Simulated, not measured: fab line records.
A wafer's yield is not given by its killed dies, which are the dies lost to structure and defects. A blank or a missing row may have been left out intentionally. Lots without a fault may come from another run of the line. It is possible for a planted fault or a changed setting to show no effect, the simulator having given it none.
Which of the tools did it?	flow sky130	36 wafers from 12 lots sampled at 5 of the route's 708 steps

== WHAT THE GAUGES READ, wafer by wafer ==
SKY_METAL5_RS_MEAS_05: uses a four-point probe to measure. Usual: METAL5_ALCU_RS typically reads 0.02711 ohm/sq, with standard deviation 0.0003.
lot	measured	on	METAL5_ALCU_RS (ohm/sq)	flag
L920	day 44 10:31	filmMetro-04	0.02705 0.02707 0.02717	
L921	day 44 17:53	filmMetro-03	0.02662 0.02653 0.02654	
L924	day 45 10:10	filmMetro-03	0.0271 0.02755 0.0274	
L925	day 45 18:59	filmMetro-04	0.02706 0.02712 0.02712	
L926	day 46 03:40	filmMetro-02	0.02691 0.02702 0.02686	
L928	day 46 12:32	filmMetro-02	0.02692 0.02694 0.02659	
L929	day 46 21:35	filmMetro-02	0.02733 0.027 0.02704	
L930	day 46 23:46	filmMetro-04	0.02674 0.02671 0.02664	
L931	day 47 09:12	filmMetro-03	0.02671 0.02707 0.02689	
L934	day 47 19:31	filmMetro-02	0.02729 0.02671 0.02725	
L938	day 48 18:25	filmMetro-03	0.02711 0.02704 0.02769	
L939	day 48 23:53	filmMetro-02	0.02676 0.0271 0.02733	

SKY_PASSIVATION_THK_MEAS_03. Usual: PASSIVATION_CVD_02_THK typically reads 539 nm, with standard deviation 8.1.
lot	measured	on	PASSIVATION_CVD_02_THK (nm)	flag
L920	day 45 10:33	filmMetro-01	527 541 535	
L921	day 45 16:43	filmMetro-04	535 537 551	
L924	day 46 09:05	filmMetro-04	547 554 552	
L925	day 46 17:59	filmMetro-04	530 526 539	
L926	day 47 02:32	filmMetro-03	533 542 542	
L928	day 47 10:29	filmMetro-01	533 548 541	
L929	day 47 19:01	filmMetro-04	538 549 551	
L930	day 47 21:34	filmMetro-01	526 524 538	
L931	day 48 07:08	filmMetro-04	546 557 555	
L934	day 48 16:31	filmMetro-04	526 543 535	
L938	day 49 14:43	filmMetro-04	533 547 595	
L939	day 49 19:38	filmMetro-03	542 598 542	

== TOOL THAT RAN EACH LOT (tool first, then ch and the chambers of the sampled wafers, then the start) ==
lot	SKY_METAL5_SPUTTER_00	SKY_METAL5_METAL_ETCH_15	SKY_PASSIVATION_CVD_02
L920	pvdSputter-02, day 44 10:18	rieMetal-04 ch 0,1, day 45 09:28	pecvd-04 ch 0,1, day 45 10:18
L921	pvdSputter-02, day 44 17:41	rieMetal-04 ch 0,1, day 45 15:32	pecvd-04 ch 0,1, day 45 16:29
L924	pvdSputter-01, day 45 09:56	rieMetal-03 ch 0,1, day 46 08:00	pecvd-01 ch 0,1,2, day 46 08:57
L925	pvdSputter-03, day 45 18:49	rieMetal-04 ch 0,1, day 46 16:50	pecvd-02 ch 1,2, day 46 17:46
L926	pvdSputter-02, day 46 03:28	rieMetal-04 ch 0,1, day 47 01:24	pecvd-04 ch 0,1,2, day 47 02:17
L928	pvdSputter-03, day 46 12:20	rieMetal-04 ch 0,1, day 47 09:17	pecvd-04 ch 1,2, day 47 10:15
L929	pvdSputter-02, day 46 21:24	rieMetal-04 ch 0,1, day 47 17:42	pecvd-01 ch 1,2, day 47 18:48
L930	pvdSputter-01, day 46 23:35	rieMetal-02 ch 0,1, day 47 20:23	pecvd-02 ch 1,2, day 47 21:20
L931	pvdSputter-01, day 47 09:01	rieMetal-04 ch 0,1, day 48 06:00	pecvd-01 ch 0,1, day 48 06:55
L934	pvdSputter-03, day 47 19:21	rieMetal-04 ch 1, day 48 15:23	pecvd-02 ch 0,2, day 48 16:17
L938	pvdSputter-03, day 48 18:15	rieMetal-03 ch 0,1, day 49 13:33	pecvd-02 ch 0,1,2, day 49 14:29
L939	pvdSputter-03, day 48 23:43	rieMetal-02 ch 0,1, day 49 18:30	pecvd-02 ch 0,1,2, day 49 19:24
- SKY_METAL5_SPUTTER_00: material Ti, target thk 15 nm, time 10 s.
- SKY_METAL5_METAL_ETCH_15: etches the open film in Cl2/BCl3, stops on SiO2, target depth 1260 nm, time 252 s.
- SKY_PASSIVATION_CVD_02: deposits Si3N4, target thk 540 nm.

== WHAT THE TOOLS THEMSELVES READ (means of the sampled wafers that have a number; where no wafer has one, the mark that the record gives instead) ==
SKY_METAL5_SPUTTER_00. Usual: 29.8 % for throttleValvePct, sd 1.4.
lot	tool	throttleValvePct (%)	flag
L920	pvdSputter-02	30.0	
L921	pvdSputter-02	30.1	
L924	pvdSputter-01	30.7	
L925	pvdSputter-03	29.0	
L926	pvdSputter-02	29.5	
L928	pvdSputter-03	30.2	
L929	pvdSputter-02	30.1	
L930	pvdSputter-01	30.3	
L931	pvdSputter-01	28.9	
L934	pvdSputter-03	29.2	
L938	pvdSputter-03	29.9	
L939	pvdSputter-03	28.8	

SKY_METAL5_METAL_ETCH_15. Usual: drypumpMotorCurrentA 5.7 A, standard deviation 0.55; oesProductAu 0.894 a.u., standard deviation 0.005; throttleValvePct 22.264 %, standard deviation 0.0086.
lot	tool	drypumpMotorCurrentA (A)	oesProductAu (a.u.)	throttleValvePct (%)	flag
L920	rieMetal-04	6.0	0.893	22.265	
L921	rieMetal-04	5.6	0.898	22.266	
L924	rieMetal-03	5.7	0.893	22.269	
L925	rieMetal-04	5.6	0.897	22.267	
L926	rieMetal-04	6.0	0.895	22.268	
L928	rieMetal-04	5.6	0.894	22.267	
L929	rieMetal-04	5.6	0.895	22.259	
L930	rieMetal-02	5.3	0.900	22.274	
L931	rieMetal-04	6.0	0.893	22.273	
L934	rieMetal-04	5.2	0.891	22.257	
L938	rieMetal-03	5.8	0.890	22.266	
L939	rieMetal-02	5.4	0.892	22.267	

SKY_PASSIVATION_CVD_02. Usual: 707 W for heaterPowerW, sd 80.
lot	tool	heaterPowerW (W)	flag
L920	pecvd-04	636	
L921	pecvd-04	664	
L924	pecvd-01	732	
L925	pecvd-02	773	
L926	pecvd-04	680	
L928	pecvd-04	656	
L929	pecvd-01	649	
L930	pecvd-02	746	
L931	pecvd-01	783	
L934	pecvd-02	738	
L938	pecvd-02	778	
L939	pecvd-02	756	

== THE ANSWER, worked out from the rows above alone ==
Rule: a lot is off if the mean of its wafers that have a number lies more than 3 standard deviations from the usual mean. A lot without any number at a reading at which 4 lots or more have one is off too. Any other lot the step has rows for is counted as sound. The gauges are gone through in route order, then the tools' own readings, and for those a lot's mean is taken as printed above. At the first step where some lot is off, the reading lying furthest off is the one used; lots without a number count as furthest.
Across all readings shown, no lot is off: no conclusion can be drawn from this.

== WHAT THE SIMULATOR HAD INSERTED ==
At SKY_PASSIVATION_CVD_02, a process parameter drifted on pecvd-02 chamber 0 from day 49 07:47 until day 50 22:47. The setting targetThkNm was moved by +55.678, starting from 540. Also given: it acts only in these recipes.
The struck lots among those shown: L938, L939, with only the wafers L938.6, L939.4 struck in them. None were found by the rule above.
